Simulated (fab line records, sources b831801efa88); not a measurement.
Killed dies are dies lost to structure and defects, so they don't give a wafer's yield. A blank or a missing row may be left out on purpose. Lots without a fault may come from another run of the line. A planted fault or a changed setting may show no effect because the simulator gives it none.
Problem report in the 8D (eight disciplines) form, filled by code | flow gf180mcu | the parts of the form that need people (team, actions taken, sign-off) are left out

1. THE PROBLEM
STI_CVD_03_THK at GF_STI_THK_MEAS_04 reads a mean of 308.0 nm on 6 wafers of 2 lots; wafers without a fault read 208.0 nm with a standard deviation of 2. That is +50 standard deviations from the usual mean.
First seen on wafer L667.1, day 4 11:34, on film_metro-03. The record holds 42 wafers of 14 lots with a number at this step. Rule for "out", or "out of limits": more than 4 standard deviations from the usual mean. The other wafers with a number count as sound.

2. WHAT IT IS AND WHAT IT IS NOT
question                    | is                           | is not
which readings at this step | STI_CVD_03_THK               | -
which lots                  | L667, L670                   | L653, L654, L655, L656, L660, L661, L662, L663, L665, L666, L669, L673
which wafers of those lots  | all that have a number       | -
read on which gauges        | film_metro-01, film_metro-03 | film_metro-02
when                        | from day 4 11:34             | up to then (30 sound wafers); but 6 sound wafers of L669, L673 came after

3. SUSPECTS, AND WHAT RULES EACH OUT
Counting: a tool at a process step up to the reading stays a suspect if it ran every lot that is out and no sound lot after the first of them.
- the gauge at GF_STI_THK_MEAS_04: ruled out. The wafers that are out were read on 2 gauges (film_metro-01, film_metro-03).
- lpcvd-01 at GF_STI_CVD_03 (deposits Si3N4 from DCS/NH3, target thk 207.16 nm, time 3551 s): kept. It ran every lot that is out, first L667 (day 4 09:34), and no sound lot after that; its last sound lot up to then is L665 (day 3 23:34).
Left after counting: lpcvd-01 at GF_STI_CVD_03.

4. THE CAUSE (what the simulator had put in)
Process parameter drift: lpcvd-01, from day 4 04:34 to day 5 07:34, at GF_STI_CVD_03. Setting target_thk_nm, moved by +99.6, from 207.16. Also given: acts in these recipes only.
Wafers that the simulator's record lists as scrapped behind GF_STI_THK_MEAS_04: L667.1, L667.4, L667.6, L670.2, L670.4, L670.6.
Counting left only this tool.

5. THE CHAIN OF EFFECTS, in route order
Each row: a reading whose mean over the struck wafers that have a number lies more than 3 standard deviations from the usual. Only readings for which the record gives a usual standard deviation are gone through. hours: the time from each lot's start at the first step in this table that gives one to its start at this step, as a median over the lots. sigmas: the change in usual standard deviations.
hours | step               | reading        | usual    | on struck wafers | change | sigmas
0     | GF_STI_THK_MEAS_04 | STI_CVD_03_THK | 208.0 nm | 308.0            | +100.0 | +50

6. WHAT WOULD HAVE CAUGHT IT SOONER
In this record the first reading out of limits at a measuring or inspecting step was taken at day 4 11:34, 7 hours after the fault began at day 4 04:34.
Of the tool readings at GF_STI_CVD_03 for which the record gives a usual standard deviation, none was out on any struck wafer, so an alarm limit of 4 standard deviations on them would not have fired.
Of the lots that are out (2), L670 began GF_STI_CVD_03 on lpcvd-01 after day 4 11:34. A hold on the tool at that time would have spared it.
